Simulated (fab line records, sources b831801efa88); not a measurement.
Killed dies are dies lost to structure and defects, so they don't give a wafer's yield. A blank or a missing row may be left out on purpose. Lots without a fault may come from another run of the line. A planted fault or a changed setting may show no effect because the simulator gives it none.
A struck lot beside a sound one | flow sky130 | 12 steps out of a route of 708
Sound: wafers L455.2, L455.3, L455.4. Struck: wafer L469.3. (L469.4 of the same lot was not struck and is left out.) The cause comes at the end.
At each step with rows: each side's tool, then ch and its chambers, then its first start. Under that, the readings that differ: sound wafers | struck wafers | difference of the means | sigmas: that difference in standard deviations of wafers without a fault.
alike: readings whose means differ by less than 2 such deviations, and words and numbers that are the same on both sides. not compared: withheld readings, readings that some wafer has no value for, bounds like >300 that may hide the same value, and numbers for which the record gives no deviation and whose values overlap.
The two part at a step that has a row with sigmas, a row that says differs or no value, or rows on one side only. Numbers that don't overlap but have no deviation are shown without sigmas and don't part them. A reading that every wafer of one side lacks parts them only if that side has two wafers or more.

SKY_FIELD_ISO_BOW_MEAS_00:
  sound on film_metro-02, day 1 20:01; struck on film_metro-01, day 4 18:02
  alike: INCOMING_BOW
then, 1 step without rows for these wafers: SKY_FIELD_ISO_OXIDATION_01 (stabilise 600 s, purge 300 s, target thk 12 nm).
SKY_FIELD_ISO_THK_MEAS_02:
  sound on film_metro-01, day 1 22:32; struck on film_metro-02, day 4 20:04
  alike: FIELD_ISO_OXIDATION_00_THK
then, 1 step without rows for these wafers: SKY_FIELD_ISO_CVD_03 (deposits Si3N4 from DCS/NH3, target thk 165 nm, time 2830 s).
SKY_FIELD_ISO_THK_MEAS_04:
  sound on film_metro-02, day 2 00:23; struck on film_metro-01, day 4 23:04
  alike: FIELD_ISO_CVD_03_THK
then, 4 steps without rows for these wafers: SKY_FIELD_ISO_DEHYDRATE_05 (time 60 s); SKY_FIELD_ISO_HMDS_06 (prime time 60 s); SKY_FIELD_ISO_COAT_07 (resist thk 60 nm); SKY_FIELD_ISO_COAT_08 (resist thk 450 nm).
SKY_FIELD_ISO_SOFTBAKE_09: time 90 s.
  sound on litho_track-03 ch 0, day 2 06:00; struck on litho_track-03 ch 0, day 5 07:00
  reading                  | sound                | struck | difference | sigmas
  heater_power_total_W (W) | 57.41 57.34 57.29    | 61.19  | +3.84      | +35
  run_length_s (s)         | 119.09 119.11 119.15 | 103.40 | -15.72     | -99 or more
then, 1 step without rows for these wafers: SKY_FIELD_ISO_EXPOSE_10 (exposes mask FOM, target cd 150 nm).
-- the record jumps here: 44 days lie between the struck wafers' starts before and after (it left off in module FIELD_ISO and takes up again in module PAD_OPEN, whose first step shown is number 708 of the route) --
SKY_PAD_OPEN_PROBE_99:
  sound on prober-01, day 46 03:52; struck on prober-02, day 49 16:49
  alike: killed_at_M0_to_M3, killed_at_M4_up, killed_at_contacts, killed_at_front_end, killed_at_other, killed_dies, killed_open, killed_short

WHERE THEY PART
Only at SKY_FIELD_ISO_SOFTBAKE_09, within this record. Later steps at which nothing parts them and some readings are alike: SKY_PAD_OPEN_PROBE_99.

WHY: what the simulator had put in
Process parameter drift: litho_track-03, from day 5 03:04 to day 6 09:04, at SKY_FIELD_ISO_SOFTBAKE_09. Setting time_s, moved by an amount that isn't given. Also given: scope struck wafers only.
